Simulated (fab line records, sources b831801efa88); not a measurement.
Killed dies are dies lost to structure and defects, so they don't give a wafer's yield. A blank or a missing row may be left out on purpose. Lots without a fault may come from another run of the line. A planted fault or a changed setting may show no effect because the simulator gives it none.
A struck lot beside a sound one | flow sky130 | 38 steps out of a route of 708
Sound: wafers L493.2, L493.4, L493.6. Struck: wafers L502.1, L502.4, L502.5. The cause comes at the end.
At each step with rows: each side's tool, then ch and its chambers, then its first start. Under that, the readings that differ: sound wafers | struck wafers | difference of the means | sigmas: that difference in standard deviations of wafers without a fault.
alike: readings whose means differ by less than 2 such deviations, and words and numbers that are the same on both sides. not compared: withheld readings, readings that some wafer has no value for, bounds like >300 that may hide the same value, and numbers for which the record gives no deviation and whose values overlap.
The two part at a step that has a row with sigmas, a row that says differs or no value, or rows on one side only. Numbers that don't overlap but have no deviation are shown without sigmas and don't part them. A reading that every wafer of one side lacks parts them only if that side has two wafers or more.

first, 9 steps without rows for these wafers: SKY_VIA2_SPUTTER_20 (material TiN, target thk 20 nm, time 80 s); SKY_VIA2_CVD_21 (deposits W, target thk 420 nm, time 126.4 s); SKY_VIA2_CMP_24 (polishes, stops on SiO2, t overpolish 20 s, target thk 0 nm); SKY_METAL3_SPUTTER_00 (material Ti, target thk 15 nm, time 10 s); SKY_METAL3_SPUTTER_01 (material TiN, target thk 20 nm, time 16.7 s); SKY_METAL3_SPUTTER_02 (material AlCu, target thk 735 nm, time 39.1 s); SKY_METAL3_SPUTTER_03 (material Ti, target thk 5 nm, time 3.3 s); SKY_METAL3_SPUTTER_04 (material TiN, target thk 70 nm, time 58.3 s); SKY_CAPM_CVD_00 (deposits SiO2, target thk 15.5 nm).
SKY_CAPM_SPUTTER_02: material TiN, target thk 200 nm, time 166.7 s.
  sound on pvd_sputter-01, day 38 12:10; struck on pvd_sputter-01, day 40 19:12
  reading                                  | sound                | struck               | difference | sigmas
  cathode_dc_power_W (W)                   | 6499.5 6499.9 6498.3 | 5886.9 5887.6 5887.3 | -612.0     | -99 or more
  model.TiN_of_CAPM_SPUTTER_02.thk_nm (nm) | 203 204 205.3        | 177.9 180.3 178.3    | -25.3      |
  alike: throttle_valve_pct
SKY_CAPM_RS_MEAS_03: measures by four-point-probe.
  sound on film_metro-03, day 38 12:18; struck on film_metro-03, day 40 19:19
  reading              | sound          | struck         | difference | sigmas
  CAPM_TIN_RS (ohm/sq) | 6.80 6.76 6.71 | 7.78 7.68 7.78 | +0.99      | +12
SKY_CAPM_THK_MEAS_04: measures by xrf.
  sound on film_metro-03, day 38 12:25; struck on film_metro-03, day 40 19:26
  reading           | sound             | struck            | difference | sigmas
  CAPM_TIN_THK (nm) | 205.0 205.4 207.7 | 179.4 181.5 180.0 | -25.7      | -11
then, 7 steps without rows for these wafers: SKY_CAPM_DEHYDRATE_05 (time 60 s); SKY_CAPM_HMDS_06 (prime time 60 s); SKY_CAPM_COAT_07 (resist thk 1140 nm); SKY_CAPM_SOFTBAKE_08 (time 60 s); SKY_CAPM_EXPOSE_09 (exposes mask CAPM, target cd 1000 nm); SKY_CAPM_PEB_10; SKY_CAPM_DEVELOP_11 (develop time 60 s).
SKY_CAPM_METAL_ETCH_13: etches TiN in Cl2/BCl3, stops on SiO2, target depth 220 nm, time 62.9 s.
  sound on rie_metal-04 ch 0,1, day 39 13:10; struck on rie_metal-01 ch 0,1, day 41 19:18
  reading                | sound                | struck               | difference | sigmas
  oes_product_au (a.u.)  | 0.953 0.955 0.957    | 0.879 0.886 0.878    | -0.074     | -9
  throttle_valve_pct (%) | 21.895 21.901 21.875 | 21.957 21.937 21.951 | +0.058     | +5
  alike: drypump_motor_current_A
  not compared: rf_hours_counter_h
then, 16 steps without rows for these wafers: SKY_CAPM_STRIP_14 (strips in O2/N2); SKY_CAPM_STRIP_15 (strips in post etch residue remover, time 1200 s); SKY_CAPM_CLEAN_16 (cleans in IPA, time 180 s); SKY_CAPM_CLEAN_17 (cleans in O3/DIW); SKY_METAL3_DEHYDRATE_05 (time 60 s); SKY_METAL3_HMDS_06 (prime time 60 s); SKY_METAL3_COAT_07 (resist thk 60 nm); SKY_METAL3_COAT_08 (resist thk 1140 nm); SKY_METAL3_SOFTBAKE_09 (time 90 s); SKY_METAL3_EXPOSE_10 (exposes mask MM3, target cd 300 nm); SKY_METAL3_PEB_11; SKY_METAL3_DEVELOP_12 (develop time 60 s); SKY_METAL3_DESCUM_15 (chemistry O2, time 8 s); SKY_METAL3_ETCH_16 (etches BARC in N2/H2, stops on SiO2, time 88.2 s, target depth 60 nm); SKY_METAL3_ETCH_17 (etches SiO2 in C4F8/O2/Ar, stops on TiN, time 3.9 s, target depth 15 nm); SKY_METAL3_METAL_ETCH_18 (etches the open film in Cl2/BCl3, stops on SiO2, target depth 845 nm, time 183.1 s).
SKY_METAL3_STRIP_20: strips in post etch residue remover, time 1200 s.
  sound on wet_bench-04 ch 2, day 40 15:23; struck on wet_bench-01 ch 2, day 42 19:29
  reading                                  | sound             | struck            | difference | sigmas
  model.TiN_of_CAPM_SPUTTER_02.thk_nm (nm) | 202.1 203.1 204.5 | 177.1 179.5 177.4 | -25.2      |
-- the record jumps here: 6 days lie between the struck wafers' starts before and after (it left off in module METAL3 and takes up again in module PAD_OPEN, whose first step shown is number 708 of the route) --
SKY_PAD_OPEN_PROBE_99:
  sound on prober-01, day 47 10:31; struck on prober-02, day 49 03:28
  reading                          | sound            | struck            | difference | sigmas
  killed_short                     | 37 40 34         | 52 53 46          | +13        | +2
  model.etest.cap_mim.plate_ohm_sq | 5.96 5.952 5.891 | 6.801 6.686 6.721 | +0.802     |
  alike: defect_limited_yield, killed_at_M0_to_M3, killed_at_M4_up, killed_at_contacts, killed_at_front_end, killed_at_other, killed_dies, killed_open, sort_bin_3_pad_short, sort_bin_5_function, sort_bin_6_memory, sort_n_pass, sort_yield_pct
  not compared: model.etest.cap_mim.leak_log10_a_cm2

WHERE THEY PART
First at SKY_CAPM_SPUTTER_02; last, within this record, at SKY_PAD_OPEN_PROBE_99.

WHY: what the simulator had put in
Process parameter drift: pvd_sputter-01, from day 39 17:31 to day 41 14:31, at SKY_CAPM_SPUTTER_02. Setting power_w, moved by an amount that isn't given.
